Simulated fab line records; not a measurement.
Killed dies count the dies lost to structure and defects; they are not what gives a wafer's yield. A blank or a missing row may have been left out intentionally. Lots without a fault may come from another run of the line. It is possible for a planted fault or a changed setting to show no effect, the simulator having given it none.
What tool caused it? ; flow sky130 ; 13 lots, 39 wafers sampled, at 5 steps of a route of 708

## WHAT THE GAUGES READ, wafer by wafer
SKY_SONOS_TUNNEL_OVL_MEAS_08. Usual: SONOS_TUNNEL_OVL gives -0.6 nm (standard deviation 1.2).
lot;measured;on;SONOS_TUNNEL_OVL (nm);flag
L669;day 11 15:19;overlay-02;-0.5 -1.9 -0.1;
L670;day 12 02:01;overlay-02;0.8 0.7 -0.6;
L673;day 12 16:47;overlay-01;-1.8 -1.1 -0.3;
L674;day 13 03:31;overlay-01;0.7 0.8 1.2;
L676;day 14 02:34;overlay-02;-1.2 -2.4 -1.4;
L677;day 14 06:06;overlay-01;-1.2 -2.1 -0.6;
L678;day 14 13:07;overlay-02;0.3 -0.5 0.6;
L680;day 15 04:55;overlay-01;0.3 -1.0 -0.2;
L682;day 15 18:57;overlay-01;-0.3 0.7 -0.9;
L683;day 16 04:46;overlay-01;-0.4 0.2 1.2;
L684;day 16 08:12;overlay-01;-1.9 -0.5 -1.3;
L685;day 16 15:16;overlay-02;0.5 2.0 -0.7;
L692;day 18 23:52;overlay-01;-0.6 -2.4 -0.5;

SKY_SONOS_ONO_THK_MEAS_03. Usual: SONOS_ONO_CVD_02_THK gives 10.51 nm (standard deviation 0.15).
lot;measured;on;SONOS_ONO_CVD_02_THK (nm);flag
L669;day 11 23:23;film metro-03;10.59 10.63 10.63;
L670;day 12 09:14;film metro-04;10.51 10.57 10.57;
L673;day 12 23:43;film metro-04;10.73 10.78 10.71;
L674;day 13 06:51;film metro-03;10.35 10.44 10.43;
L676;day 14 06:30;film metro-03;10.67 10.66 10.73;
L677;day 14 11:53;film metro-01;10.51 10.35 10.51;
L678;day 14 20:34;film metro-01;10.54 10.55 10.43;
L680;day 15 08:50;film metro-01;10.36 10.44 10.35;
L682;day 16 01:41;film metro-03;10.67 10.64 10.54;
L683;day 16 10:50;film metro-01;10.42 10.52 10.45;
L684;day 16 13:11;film metro-01;10.40 10.47 10.43;
L685;day 16 20:23;film metro-01;10.46 10.61 10.45;
L692;day 19 07:16;film metro-01;10.58 10.55 10.62;

SKY_SONOS_ONO_THK_MEAS_05. Usual: SONOS_ONO_CVD_04_THK gives 5.72 nm (standard deviation 0.091).
lot;measured;on;SONOS_ONO_CVD_04_THK (nm);flag
L669;day 12 00:41;film metro-04;5.78 5.73 5.67;
L670;day 12 10:34;film metro-03;5.62 5.59 5.56;
L673;day 13 01:01;film metro-04;5.61 5.73 5.68;
L674;day 13 08:10;film metro-01;5.54 5.65 5.69;
L676;day 14 07:49;film metro-01;5.68 5.86 5.97;
L677;day 14 13:11;film metro-03;5.79 5.79 5.86;
L678;day 14 21:52;film metro-01;5.69 5.71 5.62;
L680;day 15 10:09;film metro-04;5.76 5.79 5.83;
L682;day 16 02:59;film metro-01;5.94 5.84 5.87;
L683;day 16 12:09;film metro-04;5.25 5.11 5.11;OFF
L684;day 16 14:29;film metro-04;5.33 5.23 5.24;OFF
L685;day 16 21:42;film metro-01;5.32 5.39 5.49;OFF
L692;day 19 08:39;film metro-04;5.66 5.77 5.66;

SKY_GATE_OXIDE_OVL_MEAS_10. Usual: GATE_OXIDE_OVL gives -0.1 nm (standard deviation 1.5).
lot;measured;on;GATE_OXIDE_OVL (nm);flag
L669;day 14 05:35;overlay-01;-1.0 -3.3 -2.3;
L670;day 14 17:39;overlay-02;-0.4 0.6 1.5;
L673;day 15 07:40;overlay-01;-3.1 -0.3 -2.9;
L674;day 15 16:42;overlay-02;0.8 -1.1 -0.7;
L676;day 16 17:36;overlay-02;1.8 0.9 3.7;
L677;day 17 00:17;overlay-01;-0.7 -1.2 -2.5;
L678;day 17 06:33;overlay-01;-1.0 -1.3 0.4;
L680;day 17 19:55;overlay-01;-0.3 -1.4 -0.8;
L682;day 18 15:23;overlay-01;1.0 3.2 0.7;
L683;day 19 01:41;overlay-01;1.2 -0.2 0.5;
L684;day 19 03:29;overlay-01;-2.2 -1.6 -2.7;
L685;day 19 13:01;overlay-02;1.1 -0.4 4.2;
L692;day 22 00:04;overlay-01;-0.2 -0.7 -0.4;

## TOOL THAT RAN EACH LOT (tool first, then ch and the chambers of the sampled wafers, then the start)
lot;SKY_SONOS_ONO_CVD_04
L669;lpcvd-03 ch 0, day 11 23:26
L670;lpcvd-03 ch 1, day 12 09:17
L673;lpcvd-03 ch 0, day 12 23:44
L674;lpcvd-03 ch 1, day 13 06:54
L676;lpcvd-03 ch 0, day 14 06:34
L677;lpcvd-03 ch 1, day 14 11:56
L678;lpcvd-03 ch 0, day 14 20:37
L680;lpcvd-03 ch 0, day 15 08:53
L682;lpcvd-03 ch 0, day 16 01:44
L683;lpcvd-03 ch 0, day 16 10:54
L684;lpcvd-03 ch 1, day 16 13:14
L685;lpcvd-03 ch 0, day 16 20:26
L692;lpcvd-03 ch 0, day 19 07:19
- SKY_SONOS_ONO_CVD_04: deposits SiO2 from SiH4/N2O, target thk 5.7199 nm.

## WHAT THE TOOLS THEMSELVES READ (means of the sampled wafers that have a number; where no wafer has one, the mark that the record gives instead)
SKY_SONOS_ONO_CVD_04. Usual: spike tc centre C 901.7 C, standard deviation 1.1; zone power lower pct 21 %, standard deviation 3.9.
lot;tool;spike tc centre C (C);zone power lower pct (%);flag
L669;lpcvd-03;902.1;24;
L670;lpcvd-03;900.7;15;
L673;lpcvd-03;901.1;24;
L674;lpcvd-03;901.1;15;
L676;lpcvd-03;902.2;23;
L677;lpcvd-03;901.3;15;
L678;lpcvd-03;902.4;24;
L680;lpcvd-03;902.3;24;
L682;lpcvd-03;901.5;24;
L683;lpcvd-03;901.4;24;
L684;lpcvd-03;900.0;15;
L685;lpcvd-03;901.7;23;
L692;lpcvd-03;901.4;24;

## THE ANSWER, worked out from the rows above alone
Rule: a lot is off if the mean of its wafers that have a number lies more than 3 standard deviations from the usual mean. Also off: a lot with no number at a reading for which 4 or more lots have one. Where the step has rows for the other lots, those lots are counted as sound. Order of review: gauges by route order, followed by the tools' own readings, for which a lot's mean as printed above is used. At the first step where some lot is off, the reading lying furthest off is the one used; lots without a number count as furthest.
Off: L683, L684, L685, at SKY_SONOS_ONO_THK_MEAS_05 (SONOS_ONO_CVD_04_THK).
If a tool, at a process step before that reading, ran all the lots that are off and no sound lot after the first of them, it fits. The gauges at SKY_SONOS_ONO_THK_MEAS_05 are tried like those tools. Not one of the candidates tried fits.

## WHAT THE SIMULATOR HAD INSERTED
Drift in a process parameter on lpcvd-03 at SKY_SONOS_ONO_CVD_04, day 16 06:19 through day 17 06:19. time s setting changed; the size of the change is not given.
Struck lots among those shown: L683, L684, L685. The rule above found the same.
